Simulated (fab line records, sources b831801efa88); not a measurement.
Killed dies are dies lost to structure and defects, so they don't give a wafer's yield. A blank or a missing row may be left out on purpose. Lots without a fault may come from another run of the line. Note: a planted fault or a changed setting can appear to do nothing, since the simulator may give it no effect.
Tool commonality check -- flow sky130 -- Lots sampled 14, wafers sampled 41

THE REASON FOR OPENING IT
On 2 of the 14 lots, a flag is raised at SKY_METAL3_CD_MEAS_13 on the reading cd-nm. Wafers without a fault read 300.2 nm, standard deviation 1.4.
Rule: flag the lot when none of its wafers has a number, or when each of its wafers that has one lies beyond 4 standard deviations from that mean. As for the other lots, they are considered sound.

lot,measured,on,"cd-nm (nm), wafer by wafer",flag
L240,day 39 13:00,cd-sem-02,301.0 300.7 299.4,
L241,day 39 14:38,cd-sem-02,300.3 299.3 300.2,
L243,day 39 14:56,cd-sem-02,300.3 300.3 299.4,
L242,day 39 16:12,cd-sem-01,296.2 298.5 297.8,
L244,day 41 09:29,cd-sem-02,280.2 244.8,FLAGGED
L245,day 41 09:49,cd-sem-02,230.5 283.8 224.5,FLAGGED
L249,day 41 21:56,cd-sem-02,301.5 300.1 300.9,
L253,day 42 09:38,cd-sem-02,300.3 299.4 300.4,
L255,day 42 19:59,cd-sem-01,299.6 300.4 299.0,
L258,day 43 17:25,cd-sem-01,300.4 300.2 298.3,
L259,day 44 06:31,cd-sem-01,300.9 300.9 300.9,
L260,day 44 09:56,cd-sem-02,295.8 298.3 298.3,
L261,day 44 19:40,cd-sem-01,301.3 301.1 303.3,
L263,day 45 03:56,cd-sem-01,298.5 298.4 300.8,
The mean of the flagged lots' numbers is 252.8 nm, -47.4 nm from the usual (-34 standard deviations).

WHICH TOOL RAN EACH LOT
3 process steps preceding the reading are held in the record, out of 708 steps in the route. In each cell: the tool, then ch and the chambers that the sampled wafers went through, then the start.
lot,flag,SKY_VIA2_SPUTTER_20,SKY_CAPM_CVD_00,SKY_METAL3_EXPOSE_10
L240,,"pvd-sputter-03, day 37 07:46","pecvd-04 ch 0,1,2, day 37 08:35","krf-scanner-02 ch 0, day 39 00:53"
L241,,"pvd-sputter-01, day 37 10:01","pecvd-01 ch 0,1, day 37 10:51","krf-scanner-02 ch 0, day 39 01:57"
L243,,"pvd-sputter-02, day 37 10:25","pecvd-04 ch 0,1,2, day 37 11:15","krf-scanner-01 ch 0, day 39 02:56"
L242,,"pvd-sputter-03, day 37 12:22","pecvd-01 ch 0,1,2, day 37 13:20","krf-scanner-01 ch 0, day 39 04:26"
L244,FLAGGED,"pvd-sputter-03, day 39 07:20","pecvd-01 ch 0,1, day 39 08:17","krf-scanner-01 ch 0, day 40 20:41"
L245,FLAGGED,"pvd-sputter-01, day 39 07:35","pecvd-02 ch 0,1,2, day 39 08:29","krf-scanner-01 ch 0, day 40 21:07"
L249,,"pvd-sputter-03, day 39 20:02","pecvd-01 ch 1,2, day 39 20:51","krf-scanner-02 ch 0, day 41 10:59"
L253,,"pvd-sputter-01, day 40 07:11","pecvd-04 ch 0,1, day 40 08:01","krf-scanner-02 ch 0, day 41 21:23"
L255,,"pvd-sputter-03, day 40 19:28","pecvd-01 ch 1,2, day 40 20:17","krf-scanner-02 ch 0, day 42 09:55"
L258,,"pvd-sputter-01, day 41 18:03","pecvd-01 ch 0,1,2, day 41 18:52","krf-scanner-01 ch 0, day 43 06:44"
L259,,"pvd-sputter-01, day 42 08:58","pecvd-02 ch 0,2, day 42 09:47","krf-scanner-01 ch 0, day 43 19:25"
L260,,"pvd-sputter-01, day 42 11:25","pecvd-04 ch 0,1,2, day 42 12:24","krf-scanner-01 ch 0, day 43 22:22"
L261,,"pvd-sputter-01, day 42 20:31","pecvd-04 ch 0,2, day 42 22:04","krf-scanner-02 ch 0, day 44 08:38"
L263,,"pvd-sputter-02, day 43 05:52","pecvd-04 ch 0,2, day 43 06:41","krf-scanner-02 ch 0, day 44 16:53"
What the steps here do:
- SKY_VIA2_SPUTTER_20: material TiN, target thk 20 nm, time 80 s.
- SKY_CAPM_CVD_00: deposits SiO2, target thk 15.5 nm.
- SKY_METAL3_EXPOSE_10: exposes mask MM3, target cd 300 nm.
- SKY_METAL3_CD_MEAS_13: target cd 300 nm.

FLAGGED OVER TOTAL, TOOL BY TOOL (the gauges that took the reading come last)
step,tool,lots run,flagged,share of the flagged lots,sound lots run after its first flagged lot
SKY_VIA2_SPUTTER_20,pvd-sputter-01,7,1,some,"5 (L253,L258,L259,L260,L261)"
SKY_VIA2_SPUTTER_20,pvd-sputter-02,2,0,none,-
SKY_VIA2_SPUTTER_20,pvd-sputter-03,5,1,some,"2 (L249,L255)"
SKY_CAPM_CVD_00,pecvd-01,6,1,some,"3 (L249,L255,L258)"
SKY_CAPM_CVD_00,pecvd-02,2,1,some,1 (L259)
SKY_CAPM_CVD_00,pecvd-04,6,0,none,-
SKY_METAL3_EXPOSE_10,krf-scanner-01,7,2,all,"3 (L258,L259,L260)"
SKY_METAL3_EXPOSE_10,krf-scanner-02,7,0,none,-
SKY_METAL3_CD_MEAS_13,cd-sem-01,6,0,none,-
SKY_METAL3_CD_MEAS_13,cd-sem-02,8,2,all,"3 (L249,L253,L260)"

WHAT IS ALLOWED BY THE TABLE
Every flagged lot went through 2 rows of the table: krf-scanner-01 at SKY_METAL3_EXPOSE_10 and cd-sem-02 at SKY_METAL3_CD_MEAS_13.
- krf-scanner-01 at SKY_METAL3_EXPOSE_10 ran 7 lots, 2 of them flagged. Sound lots followed the first flagged one (L258, L259, L260) on it, something a lasting fault affecting the whole tool could not allow.
- cd-sem-02 at SKY_METAL3_CD_MEAS_13 ran 8 lots, 2 of them flagged. Sound lots followed the first flagged one (L249, L253, L260) on it, something a lasting fault affecting the whole tool could not allow.
No row of the table ran every flagged lot and no sound lot after the first.

WHAT THE SIMULATOR HAD INSERTED
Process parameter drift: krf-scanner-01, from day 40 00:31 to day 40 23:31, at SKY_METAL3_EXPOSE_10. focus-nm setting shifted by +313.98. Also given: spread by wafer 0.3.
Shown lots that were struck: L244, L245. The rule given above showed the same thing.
